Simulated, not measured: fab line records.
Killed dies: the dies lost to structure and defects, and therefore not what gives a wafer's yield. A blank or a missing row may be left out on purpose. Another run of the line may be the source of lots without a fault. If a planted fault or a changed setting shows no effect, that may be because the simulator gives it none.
The tool behind it: which one? + flow sky130 + 11 lots with 33 wafers sampled at 5 steps, on a route of 708 steps

== WHAT THE GAUGES SHOWED, per wafer ==
SKY_CAPM_OVL_MEAS_12.
| lot  | measured     | on         | CAPM_OVL (nm)  |
|------|--------------|------------|----------------|
| L427 | day 38 17:22 | overlay-01 | 0.8 -1.0 0.7   |
| L431 | day 40 03:30 | overlay-01 | 0.9 0.0 0.9    |
| L432 | day 40 09:14 | overlay-02 | 0.0 0.1 0.1    |
| L433 | day 40 16:02 | overlay-01 | 0.5 1.7 0.8    |
| L439 | day 42 03:15 | overlay-02 | 1.9 -1.0 0.4   |
| L442 | day 43 18:28 | overlay-01 | 0.1 1.8 0.0    |
| L443 | day 43 21:05 | overlay-02 | 0.8 -2.0 -1.5  |
| L440 | day 43 22:18 | overlay-02 | -0.5 0.2 -0.1  |
| L444 | day 44 00:23 | overlay-02 | 1.6 0.7 1.0    |
| L445 | day 44 02:03 | overlay-02 | 0.9 -0.2 -2.3  |
| L446 | day 44 05:34 | overlay-02 | -1.6 -1.0 -0.7 |

SKY_METAL3_CD_MEAS_13: target cd 300 nm.
| lot  | measured     | on       | cdNm (nm)         |
|------|--------------|----------|-------------------|
| L427 | day 39 18:32 | cdSem-01 | 299.0 299.7 298.5 |
| L431 | day 41 04:46 | cdSem-02 | 298.2 299.3 299.1 |
| L432 | day 41 10:14 | cdSem-01 | 300.1 300.7 300.6 |
| L433 | day 41 17:55 | cdSem-01 | 300.8 301.4 299.5 |
| L439 | day 43 04:50 | cdSem-01 | 296.9 297.7 297.0 |
| L442 | day 44 16:28 | cdSem-02 | 298.5 298.2 298.6 |
| L443 | day 44 18:03 | cdSem-02 | 302.9 300.0 298.9 |
| L440 | day 44 18:40 | cdSem-01 | 301.9 302.5 301.4 |
| L444 | day 44 19:56 | cdSem-02 | 299.4 300.3 298.6 |
| L445 | day 44 22:22 | cdSem-01 | 298.2 298.3 299.5 |
| L446 | day 45 02:55 | cdSem-02 | 299.8 301.2 299.3 |

SKY_VIA3_BOW_MEAS_03.
| lot  | measured     | on           | VIA3_BOW (um) |
|------|--------------|--------------|---------------|
| L427 | day 39 20:10 | filmMetro-02 | 87 80 82      |
| L431 | day 41 06:26 | filmMetro-02 | 140 115 136   |
| L432 | day 41 11:50 | filmMetro-03 | 127 108 105   |
| L433 | day 41 19:50 | filmMetro-03 | 130 136 125   |
| L439 | day 43 06:28 | filmMetro-04 | 91 85 74      |
| L442 | day 44 18:05 | filmMetro-02 | 82 75 85      |
| L443 | day 44 19:53 | filmMetro-03 | 83 77 72      |
| L440 | day 44 20:20 | filmMetro-02 | 91 76 83      |
| L444 | day 44 21:33 | filmMetro-03 | 70 84 69      |
| L445 | day 44 23:58 | filmMetro-03 | 93 91 91      |
| L446 | day 45 04:31 | filmMetro-04 | 75 85 87      |

== EACH LOT AND THE TOOL THAT RAN IT (in order: tool; ch and the chambers of the sampled wafers; start) ==
| lot  | SKY_CAPM_METAL_ETCH_13           | SKY_VIA3_CMP_02               |
|------|----------------------------------|-------------------------------|
| L427 | rieMetal-03 ch 0,1, day 38 17:25 | cmp-01 ch 0,1,3, day 39 19:52 |
| L431 | rieMetal-03 ch 0, day 40 03:32   | cmp-02 ch 2,3, day 41 06:08   |
| L432 | rieMetal-01 ch 1, day 40 09:20   | cmp-01 ch 0,1,2, day 41 11:35 |
| L433 | rieMetal-03 ch 0,1, day 40 16:05 | cmp-02 ch 0,1,2, day 41 19:30 |
| L439 | rieMetal-02 ch 0,1, day 42 03:17 | cmp-01 ch 0,2, day 43 06:10   |
| L442 | rieMetal-02 ch 0,1, day 43 18:31 | cmp-02 ch 1,2, day 44 17:47   |
| L443 | rieMetal-03 ch 0,1, day 43 21:07 | cmp-02 ch 0,1,2, day 44 19:37 |
| L440 | rieMetal-02 ch 0,1, day 43 22:20 | cmp-01 ch 1,2,3, day 44 20:02 |
| L444 | rieMetal-02 ch 0,1, day 44 00:25 | cmp-01 ch 0,1,2, day 44 21:20 |
| L445 | rieMetal-01 ch 0,1, day 44 02:05 | cmp-01 ch 0,1,3, day 44 23:43 |
| L446 | rieMetal-03 ch 0,1, day 44 05:37 | cmp-02 ch 0,1,2, day 45 04:16 |
- SKY_CAPM_METAL_ETCH_13: etches TiN in Cl2/BCl3, stops on SiO2, target depth 220 nm, time 62.9 s.
- SKY_VIA3_CMP_02: polishes SiO2.

== AS READ BY THE TOOLS THEMSELVES (means over the sampled wafers that have a number; for cases with no such wafer, the mark the record gives instead) ==
SKY_CAPM_METAL_ETCH_13.
| lot  | tool        | drypumpMotorCurrentA (A) | oesProductAu (a.u.) | rfFwdPowerW (W) | throttleValvePct (%) |
|------|-------------|--------------------------|---------------------|-----------------|----------------------|
| L427 | rieMetal-03 | 5.1                      | 0.936               | 870             | 21.900               |
| L431 | rieMetal-03 | 5.0                      | 0.937               | 870             | 21.907               |
| L432 | rieMetal-01 | 6.3                      | 0.934               | 871             | 21.911               |
| L433 | rieMetal-03 | 5.1                      | 0.943               | 872             | 21.898               |
| L439 | rieMetal-02 | 5.8                      | 0.954               | 869             | 21.901               |
| L442 | rieMetal-02 | 5.8                      | 0.945               | 870             | 21.905               |
| L443 | rieMetal-03 | 5.2                      | 0.931               | 867             | 21.905               |
| L440 | rieMetal-02 | 5.8                      | 0.936               | 867             | 21.890               |
| L444 | rieMetal-02 | 5.8                      | 0.937               | 869             | 21.904               |
| L445 | rieMetal-01 | 6.1                      | 0.954               | 873             | 21.893               |
| L446 | rieMetal-03 | 5.1                      | 0.942               | 865             | 21.909               |

SKY_VIA3_CMP_02.
| lot  | tool   | edgeZonePressureFrac | headPressurePsi (psi) | motorCurrentA (A) | retainingRingPressureFrac |
|------|--------|----------------------|-----------------------|-------------------|---------------------------|
| L427 | cmp-01 | 0.998                | 4.002                 | 13.3              | 1.005                     |
| L431 | cmp-02 | -                    | -                     | -                 | -                         |
| L432 | cmp-01 | -                    | -                     | -                 | -                         |
| L433 | cmp-02 | -                    | -                     | -                 | -                         |
| L439 | cmp-01 | 1.000                | 3.993                 | 12.3              | 1.002                     |
| L442 | cmp-02 | 1.000                | 4.002                 | 11.6              | 0.996                     |
| L443 | cmp-02 | 1.001                | 4.003                 | 12.0              | 0.995                     |
| L440 | cmp-01 | 1.000                | 3.999                 | 12.4              | 1.000                     |
| L444 | cmp-01 | 1.001                | 3.996                 | 13.1              | 1.004                     |
| L445 | cmp-01 | 1.001                | 3.995                 | 12.9              | 1.000                     |
| L446 | cmp-02 | 1.000                | 3.998                 | 11.7              | 1.002                     |

== THE ANSWER, worked out from the rows above alone ==
Rule: the lots themselves supply what counts as usual. The widest of any qualifying gaps counts: lots, ordered by their means at a reading, are off when they make up no more than a third of the lots, leave a main group of 4 or more, and stand apart from it by 3 or more times the standard deviation of that group's means. The tables above print the reading to a certain number of digits; a main group whose means all agree to those digits is not used. Also off: a lot with no number at a reading for which 4 or more lots have one. All remaining lots with rows at the step are treated as sound. Order of review: gauges by route order, followed by the tools' own readings, for which a lot's mean as printed above is used. The first step at which some lot is off is used, and at that step the reading that is off furthest; a lot without a number counts as furthest.
Off: L431, L432, L433, seen at SKY_VIA3_BOW_MEAS_03 (VIA3_BOW). Main group: mean 82 um, sd 4.7.
A tool fits if, at a process step before that reading, it ran every lot that is off, and no sound lot after the first of them. The gauges at SKY_VIA3_BOW_MEAS_03 aren't tried: what is off there is off at SKY_VIA3_CMP_02 too, on other tools, and a gauge's error can't cause that. No candidate that was tried fits.

== WHAT WAS PUT IN BY THE SIMULATOR ==
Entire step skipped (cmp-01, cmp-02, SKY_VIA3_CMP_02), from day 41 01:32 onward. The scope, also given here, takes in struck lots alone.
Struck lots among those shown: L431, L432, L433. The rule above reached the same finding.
